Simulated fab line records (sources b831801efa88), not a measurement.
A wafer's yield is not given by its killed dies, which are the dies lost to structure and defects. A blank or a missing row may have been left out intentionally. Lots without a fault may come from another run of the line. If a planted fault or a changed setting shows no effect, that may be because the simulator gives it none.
fab line records	flow sky130
record: lots: 7	wafers: 21	last-day: 50
route steps=708 shown CONTACT@422 METAL1@434
lots with no fault: from the same line, run without faults
start-h: hours from the record's first day to the start of the lot's first wafer shown	wait-h: time in hours since the lot's previous step	" repeats the value in the row above	L1.1+2: a row that stands for several wafers	- no value, or no start given	* or withheld: withheld	< > ~ a bound
route shown NAME@n: names a module that has steps shown in the file, with the first one's number in the route	usual: mean/standard deviation taken from wafers without a fault	same: alike in all rows	chamber/n: place in a boat	sites: readings site by site	_std_site: the values' standard deviation	_edge_site: inner sites' mean taken away from outer sites' mean	radius-mm: how far each site lies from the wafer's centre	mask NAME#n: copy n	behind: tool/chamber where the wafer was last shaped	hold: why the lot went on hold/how many hours it stayed there/how the hold came to an end	device: the n, p or np transistor that did not switch	end of line: the tests these same wafers got at the end of their route	a step given without rows: its recipe and nothing more	killed: dies that structure and defects cost at the first sort, which is not the same as the wafer's yield	map: shows each die of a wafer: x if killed, . if not, _ if none is there
set.NAME: the setting as run; set.NAME@STEP: as run at that earlier step	model.NAME: the simulator's own value behind a step, which no gauge read
lots at some steps of the route; a table a step, a row a wafer
services: from which hour (start-h, from the record's first day; less than 0 if before it) a tool's chamber was out of use, for how many hours, and why
== steps ==
step: SKY_CONTACT_ETCH_16
recipe: chemistry: N2/H2	target: BARC	ion-energy-ev: 200	source-w: 500	bias-w: 100	pressure-mtorr: 30	n2-flow-sccm: 100	h2-flow-sccm: 200	stop-on: SiO2	time-s: 45.9	target-depth-a: 600
usual: drypump-motor-current-A: 5.6/0.31	oes-product-au: 0.854/0.0046	throttle-valve-pct: 13.224/0.0091
lot.wafer	tool	chamber	start-h	wait-h	drypump-motor-current-A	oes-product-au	rf-hours-counter-h	throttle-valve-pct
L489.1	rie-diel-03	0	755.73	0.0	5.7	0.853	10	13.213
L489.4	"	2	"	"	5.5	0.856	-	13.212
L489.6	"	1	"	"	5.4	0.856	-	13.217
L491.1	rie-diel-02	0	776.76	0.0	5.2	0.855	2	13.213
L491.4	"	3	"	"	5.5	0.850	38	13.227
L491.6	"	0	"	"	5.2	0.850	-	13.227
L492.3	rie-diel-03	1	778.61	0.0	5.4	0.853	13	13.232
L492.5	"	2	"	"	5.5	0.856	-	13.223
L492.6	"	1	"	"	5.4	0.853	-	13.227
L493.1	rie-diel-04	1	788.16	0.0	6.2	0.857	9	13.225
L493.5	"	2	"	"	5.1	0.849	-	13.218
L493.6	"	1	"	"	6.2	0.856	-	13.214
L494.1	rie-diel-03	1	800.83	0.0	5.4	0.852	14	13.245
L494.4	"	2	"	"	5.5	0.854	9	13.218
L494.5	"	0	"	"	5.8	0.848	-	13.227
L505.2	rie-diel-02	0	890.83	0.0	5.2	0.855	6	13.231
L505.3	"	3	"	"	5.5	0.857	2	13.228
L505.4	"	1	"	"	5.1	0.857	24	13.220
L509.1	rie-diel-03	0	909.09	0.0	5.8	0.845	15	13.227
L509.3	"	3	"	"	5.6	0.850	25	13.238
L509.4	"	2	"	"	5.5	0.858	13	13.226
step: SKY_CONTACT_ETCH_17
recipe: target: SiO2	chemistry: C4F8/O2/Ar	stop-on: Si3N4	mask-material: KrF-thick	source-w: 1500	bias-w: 1200	pressure-mtorr: 40	c4f8-flow-sccm: withheld	O2_flow_sccm: 6	Ar_flow_sccm: 300	time-s: withheld	target-depth-a: 3400
usual: oes-product-au: 0.891/0.0047
lot.wafer	tool	chamber	start-h	wait-h	oes-product-au
L489.1	rie-diel-03	0	755.77	0.0	0.893
L489.4	"	2	"	"	0.878
L489.6	"	1	"	"	0.884
L491.1	rie-diel-02	0	776.80	0.0	0.892
L491.4	"	3	"	"	0.889
L491.6	"	0	"	"	0.886
L492.3	rie-diel-03	1	778.65	0.0	0.886
L492.5	"	2	"	"	0.887
L492.6	"	1	"	"	0.897
L493.1	rie-diel-04	1	788.20	0.0	0.890
L493.5	"	2	"	"	0.898
L493.6	"	1	"	"	0.887
L494.1	rie-diel-03	1	800.88	0.0	0.881
L494.4	"	2	"	"	0.886
L494.5	"	0	"	"	0.890
L505.2	rie-diel-02	0	890.87	0.0	0.895
L505.3	"	3	"	"	0.889
L505.4	"	1	"	"	0.888
L509.1	rie-diel-03	0	909.13	0.0	0.900
L509.3	"	3	"	"	0.891
L509.4	"	2	"	"	0.892
step: SKY_CONTACT_ETCH_18
recipe: target: Si3N4	chemistry: CHF3/O2	stop-on: TiN	source-w: 600	bias-w: 200	pressure-mtorr: 40	chf3-flow-sccm: 50	O2_flow_sccm: 5	time-s: 39	target-depth-a: 750
step: SKY_CONTACT_STRIP_19
recipe: chemistry: O2/N2	power-w: 1400	pressure-mtorr: 1500	platen-temp-c: withheld	o2-flow-sccm: 3000	n2-flow-sccm: 300	overash-fraction: 0.5
usual: drypump-motor-current-A: 5.6/0.34	oes-product-au: 0.381/0.0045	strip-time-to-endpoint-s: 3.611/0.024
lot.wafer	tool	chamber	start-h	wait-h	drypump-motor-current-A	oes-product-au	rf-hours-counter-h	strip-time-to-endpoint-s
L489.1	plasma-asher-04	1	755.86	-	5.9	0.374	63	3.597
L489.4	"	1	"	"	5.9	0.379	-	3.587
L489.6	"	1	"	"	5.9	0.387	-	3.601
L491.1	plasma-asher-01	0	776.89	-	5.1	0.381	97	3.609
L491.4	"	1	"	"	5.7	0.377	-	3.643
L491.6	"	1	"	"	5.7	0.380	-	3.609
L492.3	plasma-asher-01	1	778.77	-	5.7	0.380	-	3.615
L492.5	"	0	"	"	5.1	0.383	-	3.581
L492.6	"	1	"	"	5.7	0.384	-	3.608
L493.1	plasma-asher-02	0	788.29	-	5.3	0.375	36	3.574
L493.5	"	1	"	"	6.1	0.372	-	3.558
L493.6	"	0	"	"	5.3	0.377	-	3.576
L494.1	plasma-asher-04	0	800.97	-	5.7	0.384	66	3.648
L494.4	"	0	"	"	5.7	0.378	-	3.614
L494.5	"	0	"	"	5.7	0.374	-	3.639
L505.2	plasma-asher-01	1	890.96	-	5.7	0.376	109	3.555
L505.3	"	0	"	"	5.1	0.386	-	3.590
L505.4	"	1	"	"	5.7	0.382	-	3.593
L509.1	plasma-asher-02	0	909.22	-	5.3	0.381	49	3.615
L509.3	"	0	"	"	5.3	0.378	-	3.632
L509.4	"	1	"	"	6.1	0.380	-	3.595
step: SKY_CONTACT_STRIP_20
recipe: chemistry: post-etch-residue-remover	time-s: 1200	temp-c: 72.5
step: SKY_CONTACT_CLEAN_21
recipe: chemistry: IPA	time-s: 180	temp-c: 25
step: SKY_CONTACT_CLEAN_22
recipe: chemistry: O3/DIW	dry: n2-spin
step: SKY_CONTACT_SPUTTER_23
recipe: material: TiN	target-thk-nm: 20	chamber-pressure-pa: 5	power-w: 4000	time-s: 80
step: SKY_CONTACT_CVD_24
recipe: material: W	target-thk-nm: 340	time-s: 102.12	temp-c: 400	pressure-torr: 40
step: SKY_CONTACT_RS_MEAS_25
recipe: thk-meas-gauge: four-point-probe	reads: W_of_CONTACT_CVD_24+TiN_of_CONTACT_SPUTTER_23
usual: CONTACT_W_RS: 0.338/0.0041
lot.wafer	tool	chamber	start-h	wait-h	CONTACT_W_RS[ohm/sq]
L489.1	film-metro-04	-	756.71	0.1	0.338
L489.4	"	-	"	"	0.336
L489.6	"	-	"	"	0.338
L491.1	film-metro-01	-	777.65	0.1	0.341
L491.4	"	-	"	"	0.342
L491.6	"	-	"	"	0.339
L492.3	film-metro-01	-	779.57	0.1	0.338
L492.5	"	-	"	"	0.340
L492.6	"	-	"	"	0.340
L493.1	film-metro-01	-	789.05	0.1	0.339
L493.5	"	-	"	"	0.337
L493.6	"	-	"	"	0.333
L494.1	film-metro-03	-	801.79	0.1	0.341
L494.4	"	-	"	"	0.333
L494.5	"	-	"	"	0.342
L505.2	film-metro-04	-	891.85	0.2	0.343
L505.3	"	-	"	"	0.338
L505.4	"	-	"	"	0.337
L509.1	film-metro-03	-	910.16	0.1	0.329
L509.3	"	-	"	"	0.340
L509.4	"	-	"	"	0.333
step: SKY_CONTACT_THK_MEAS_26
recipe: thk-meas-gauge: xrf	reads: W_of_CONTACT_CVD_24
usual: CONTACT_W_THK: 348/7
lot.wafer	tool	chamber	start-h	wait-h	CONTACT_W_THK[nm]
L489.1	film-metro-04	-	756.83	0.1	350
L489.4	"	-	"	"	353
L489.6	"	-	"	"	351
L491.1	film-metro-01	-	777.77	0.1	335
L491.4	"	-	"	"	336
L491.6	"	-	"	"	337
L492.3	film-metro-01	-	779.67	0.1	339
L492.5	"	-	"	"	336
L492.6	"	-	"	"	337
L493.1	film-metro-01	-	789.17	0.1	339
L493.5	"	-	"	"	339
L493.6	"	-	"	"	345
L494.1	film-metro-03	-	801.91	0.1	347
L494.4	"	-	"	"	359
L494.5	"	-	"	"	346
L505.2	film-metro-04	-	891.96	0.1	344
L505.3	"	-	"	"	346
L505.4	"	-	"	"	348
L509.1	film-metro-03	-	910.28	0.1	361
L509.3	"	-	"	"	347
L509.4	"	-	"	"	353
step: SKY_CONTACT_CMP_27
recipe: stop-on: SiO2	t-overpolish-s: 15	down-force-psi: 3.5	platen-rpm: 60	target-thk-nm: 0	pad-velocity-m-s: 0.94248
usual: head-pressure-psi: 3.502/0.0075	motor-current-A: 10.7/0.77	overpolish-run-s: 14.999/0.01	time-to-endpoint-s: 82/3.8
lot.wafer	tool	chamber	start-h	wait-h	head-pressure-psi	motor-current-A	overpolish-run-s	time-to-endpoint-s
L489.4	cmp-01	0	756.89	0.0	3.498	11.8	15.007	82
L489.1	"	3	"	"	3.499	10.7	15.009	77
L489.6	"	1	"	"	3.498	10.5	15.001	79
L491.1	cmp-01	1	777.88	0.1	3.503	10.3	14.999	73
L491.4	"	3	"	"	3.516	11.3	14.985	71
L491.6	"	0	"	"	3.500	12.6	15.007	76
L492.3	cmp-01	1	779.71	0.0	3.489	10.1	15.005	76
L492.6	"	1	"	"	3.502	10.6	15.019	75
L492.5	"	2	"	"	3.507	9.6	15.016	79
L493.1	cmp-02	2	789.38	0.2	3.498	11.5	15.004	84
L493.5	"	3	"	"	3.501	10.3	14.995	83
L493.6	"	0	"	"	3.492	10.6	15.006	86
L494.4	cmp-01	3	801.97	0.0	3.505	10.6	15.010	80
L494.1	"	1	"	"	3.495	10.1	14.993	77
L494.5	"	3	"	"	3.502	11.3	15.001	75
L505.2	cmp-02	2	892.01	0.0	3.504	11.0	14.981	83
L505.4	"	0	"	"	3.507	10.6	15.000	90
L505.3	"	1	"	"	3.500	10.0	14.986	83
L509.3	cmp-02	1	910.34	0.0	3.504	9.3	15.000	83
L509.1	"	2	"	"	3.513	10.9	14.994	84
L509.4	"	0	"	"	3.494	10.9	15.013	88
step: SKY_METAL1_SPUTTER_00
recipe: material: Ti	target-thk-nm: 15	power-w: 3000	time-s: 10	chamber-pressure-pa: 0.4
usual: cathode-dc-power-W: 3000.0/0.52	chamber-pressure-pa: 0.4002/0.00083	throttle-valve-pct: 30.9/1.3
lot.wafer	tool	chamber	start-h	wait-h	cathode-dc-power-W	chamber-pressure-pa	throttle-valve-pct
L489.1	pvd-sputter-03	-	757.19	0.1	3000.3	0.4004	32.5
L489.4	"	-	"	"	2998.9	0.4013	29.4
L489.6	"	-	"	"	2999.3	0.4000	30.6
L491.1	pvd-sputter-03	-	778.13	0.2	3000.0	0.3986	32.2
L491.4	"	-	"	"	3000.0	0.4003	28.7
L491.6	"	-	"	"	2999.7	0.4009	29.5
L492.3	pvd-sputter-03	-	780.01	0.2	-	-	-
L492.5	"	-	"	"	-	-	-
L492.6	"	-	"	"	-	-	-
L493.1	pvd-sputter-02	-	789.53	0.1	-	-	-
L493.5	"	-	"	"	-	-	-
L493.6	"	-	"	"	-	-	-
L494.1	pvd-sputter-04	-	802.27	0.1	-	-	-
L494.4	"	-	"	"	-	-	-
L494.5	"	-	"	"	-	-	-
L505.2	pvd-sputter-04	-	892.31	0.2	3000.1	0.4004	32.0
L505.3	"	-	"	"	2999.8	0.4007	30.9
L505.4	"	-	"	"	2999.6	0.4011	32.7
L509.1	pvd-sputter-03	-	910.64	0.2	3000.3	0.4003	30.8
L509.3	"	-	"	"	2999.6	0.3991	29.6
L509.4	"	-	"	"	3000.3	0.4001	32.6
step: SKY_METAL1_SPUTTER_01
recipe: material: TiN	target-thk-nm: 20	power-w: 6500	time-s: 16.7	chamber-pressure-pa: 0.4
usual: cathode-dc-power-W: 6500.2/1.2	chamber-pressure-pa: 0.4000/0.00082	throttle-valve-pct: 31.0/1.3
lot.wafer	tool	chamber	start-h	wait-h	cathode-dc-power-W	chamber-pressure-pa	throttle-valve-pct
L489.1	pvd-sputter-03	-	757.21	0.0	6499.0	0.3998	32.3
L489.4	"	-	"	"	6502.4	0.4002	29.5
L489.6	"	-	"	"	6498.1	0.3993	30.7
L491.1	pvd-sputter-03	-	778.16	0.0	6500.2	0.3994	32.4
L491.4	"	-	"	"	6500.1	0.4001	28.4
L491.6	"	-	"	"	6501.1	0.3995	29.6
L492.3	pvd-sputter-03	-	780.04	0.0	6499.5	0.4009	29.4
L492.5	"	-	"	"	6499.6	0.3989	32.3
L492.6	"	-	"	"	6501.5	0.3988	30.3
L493.1	pvd-sputter-02	-	789.56	0.0	6500.2	0.3994	30.1
L493.5	"	-	"	"	6500.6	0.3998	30.1
L493.6	"	-	"	"	6499.3	0.4012	29.2
L494.1	pvd-sputter-04	-	802.29	0.0	6499.5	0.3996	32.6
L494.4	"	-	"	"	6496.8	0.4004	32.6
L494.5	"	-	"	"	6501.7	0.4004	32.2
L505.2	pvd-sputter-04	-	892.34	0.0	6498.7	0.3995	32.4
L505.3	"	-	"	"	6499.4	0.3998	31.1
L505.4	"	-	"	"	6500.4	0.3996	32.4
L509.1	pvd-sputter-03	-	910.66	0.0	6500.2	0.4000	30.7
L509.3	"	-	"	"	6498.1	0.3995	29.8
L509.4	"	-	"	"	6500.7	0.3998	32.3
== services ==
tool	chamber	start-h	hours	kind
cmp-01	-	744.08	4.0	pm
plasma-asher-02	-	745.85	2.8	pm
cmp-02	-	746.17	4.1	repair
cmp-01	-	748.08	-	consumable-replace:conditioner
cmp-01	-	748.08	-	consumable-replace:pad
rie-diel-03	3	753.62	11.4	repair
plasma-asher-04	-	764.56	15.6	pm
pvd-sputter-03	-	769.92	4.7	repair
cmp-02	-	770.32	0.8	repair
rie-diel-03	2	780.34	10.8	repair
cmp-01	-	781.59	1.7	repair
rie-diel-02	2	781.62	3.8	repair
rie-diel-02	3	800.19	-	clean
rie-diel-02	2	806.24	23.3	repair
cmp-02	-	834.53	3.8	repair
cmp-01	-	849.31	3.4	repair
cmp-01	-	861.18	0.8	repair
plasma-asher-04	-	864.55	20.6	pm
rie-diel-04	3	881.44	7.2	repair
pvd-sputter-02	-	882.17	6.3	repair
cmp-02	-	895.50	4.1	pm
rie-diel-04	0	896.31	7.1	repair
cmp-01	-	900.53	0.6	repair
pvd-sputter-03	-	901.97	4.1	repair
== key ==
first-sign: step: SKY_METAL1_SPUTTER_00	reading: tool-record	direction: missing
effect none on later readings
met-at SKY_METAL1_SPUTTER_00
struck-wafers L492.3,L492.5,L492.6,L493.1,L493.5,L493.6,L494.1,L494.4,L494.5
later-rows-left-out L492.3,L492.5,L492.6,L493.1,L493.5,L493.6,L494.1,L494.4,L494.5
sort-left-out L492.3,L492.5,L492.6,L493.1,L493.5,L493.6,L494.1,L494.4,L494.5
onset-between 778.13 780.01
fault: kind: skipped-step-whole	tool: pvd-sputter-02,pvd-sputter-03,pvd-sputter-04	chamber: -	onset-h: 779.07	steps: SKY_METAL1_SPUTTER_00	scope: struck-lots-only
sort-left-out: the simulated sort isn't trusted on such a fault, so these wafers' sort isn't shown, and their yield isn't known
later-rows-left-out: the simulator's readings of these wafers behind a module that went badly wrong aren't trusted and aren't shown, but for the sort
